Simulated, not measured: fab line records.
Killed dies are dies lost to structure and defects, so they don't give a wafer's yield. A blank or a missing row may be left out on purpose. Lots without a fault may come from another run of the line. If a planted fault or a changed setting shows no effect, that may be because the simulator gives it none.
Check for tools in common + flow sky130 + Lots sampled 11, wafers sampled 33

REASON IT WAS OPENED
At SKY_SONOS_ONO_THK_MEAS_03 the reading SONOS_ONO_CVD_02_THK is flagged on 1 of 11 lots. Fault-free wafers read 10.54 nm, with a standard deviation of 0.12.
Rule: flag the lot when none of its wafers has a number, or when each of its wafers that has one lies beyond 4 standard deviations from that mean. The rest of the lots are taken to be sound.

| lot  | measured     | on            | SONOS_ONO_CVD_02_THK (nm), wafer by wafer | flag    |
|------|--------------|---------------|-------------------------------------------|---------|
| L313 | day 11 18:28 | film metro-01 | 10.71 10.62 10.63                         |         |
| L317 | day 12 16:41 | film metro-04 | 17.02 16.91 16.93                         | FLAGGED |
| L325 | day 15 16:29 | film metro-04 | 10.59 10.49 10.43                         |         |
| L326 | day 17 02:02 | film metro-02 | 10.39 10.26 10.46                         |         |
| L328 | day 17 02:03 | film metro-04 | 10.33 10.48 10.37                         |         |
| L329 | day 17 02:07 | film metro-02 | 10.44 10.59 10.54                         |         |
| L331 | day 17 07:28 | film metro-01 | 10.77 10.58 10.77                         |         |
| L330 | day 17 07:28 | film metro-04 | 10.32 10.33 10.36                         |         |
| L334 | day 18 12:44 | film metro-01 | 10.68 10.53 10.65                         |         |
| L335 | day 18 18:42 | film metro-01 | 10.43 10.42 10.37                         |         |
| L336 | day 19 03:05 | film metro-04 | 10.46 10.52 10.36                         |         |
The numbers of the flagged lots are 16.95 nm on average: +6.41 nm against the usual, or +53 standard deviations.

LOT BY LOT: THE TOOL USED
The record holds 1 process step before the reading, out of a route of 708 steps. Cell contents, in order: the tool; ch with the chambers the sampled wafers went through; the start.
| lot  | flag    | SKY_SONOS_ONO_CVD_02        |
|------|---------|-----------------------------|
| L313 |         | lpcvd-02 ch 0, day 11 17:24 |
| L317 | FLAGGED | lpcvd-02 ch 1, day 12 15:38 |
| L325 |         | lpcvd-02 ch 0, day 15 15:26 |
| L326 |         | lpcvd-02 ch 0, day 17 00:59 |
| L328 |         | lpcvd-02 ch 1, day 17 00:59 |
| L329 |         | lpcvd-02 ch 0, day 17 00:59 |
| L331 |         | lpcvd-02 ch 1, day 17 06:23 |
| L330 |         | lpcvd-02 ch 1, day 17 06:23 |
| L334 |         | lpcvd-02 ch 1, day 18 11:40 |
| L335 |         | lpcvd-02 ch 0, day 18 17:37 |
| L336 |         | lpcvd-02 ch 0, day 19 02:02 |
What is done by these steps:
- SKY_SONOS_ONO_CVD_02: deposits Si3N4 from DCS/NH3, target thk 10.5 nm, time 180 s.
- SKY_SONOS_ONO_THK_MEAS_03

FLAGGED OVER TOTAL, TOOL BY TOOL (the gauges that took the reading come last)
| step                      | tool          | lots run | flagged | share of the flagged lots | sound lots run after its first flagged lot       |
|---------------------------|---------------|----------|---------|---------------------------|--------------------------------------------------|
| SKY_SONOS_ONO_CVD_02      | lpcvd-02      | 11       | 1       | all                       | 9 (L325,L326,L328,L329,L330,L331,L334,L335,L336) |
| SKY_SONOS_ONO_THK_MEAS_03 | film metro-01 | 4        | 0       | none                      | -                                                |
| SKY_SONOS_ONO_THK_MEAS_03 | film metro-02 | 2        | 0       | none                      | -                                                |
| SKY_SONOS_ONO_THK_MEAS_03 | film metro-04 | 5        | 1       | all                       | 4 (L325,L328,L330,L336)                          |

WHAT IS ALLOWED BY THE TABLE
Table rows that saw every flagged lot: 2, namely lpcvd-02 at SKY_SONOS_ONO_CVD_02 and film metro-04 at SKY_SONOS_ONO_THK_MEAS_03.
- lpcvd-02 at SKY_SONOS_ONO_CVD_02 ran 11 lots, 1 of them flagged. Sound lots ran on it after the first flagged one (L325, L326, L328, L329, L330, L331, L334, L335, L336), which a lasting fault on the whole tool wouldn't allow. Its own readings (spike tc bottom C, spike tc centre C, spike tc lower C, spike tc top C, spike tc upper C, susceptor temp C) fall more than 4 standard deviations out on all wafers of the flagged lots.
- film metro-04 at SKY_SONOS_ONO_THK_MEAS_03 ran 5 lots, 1 of them flagged. Sound lots ran on it after the first flagged one (L325, L328, L330, L336), which a lasting fault on the whole tool wouldn't allow.
None of the table's rows ran every flagged lot and, after the first, no sound lot.

WHAT WAS PUT IN BY THE SIMULATOR
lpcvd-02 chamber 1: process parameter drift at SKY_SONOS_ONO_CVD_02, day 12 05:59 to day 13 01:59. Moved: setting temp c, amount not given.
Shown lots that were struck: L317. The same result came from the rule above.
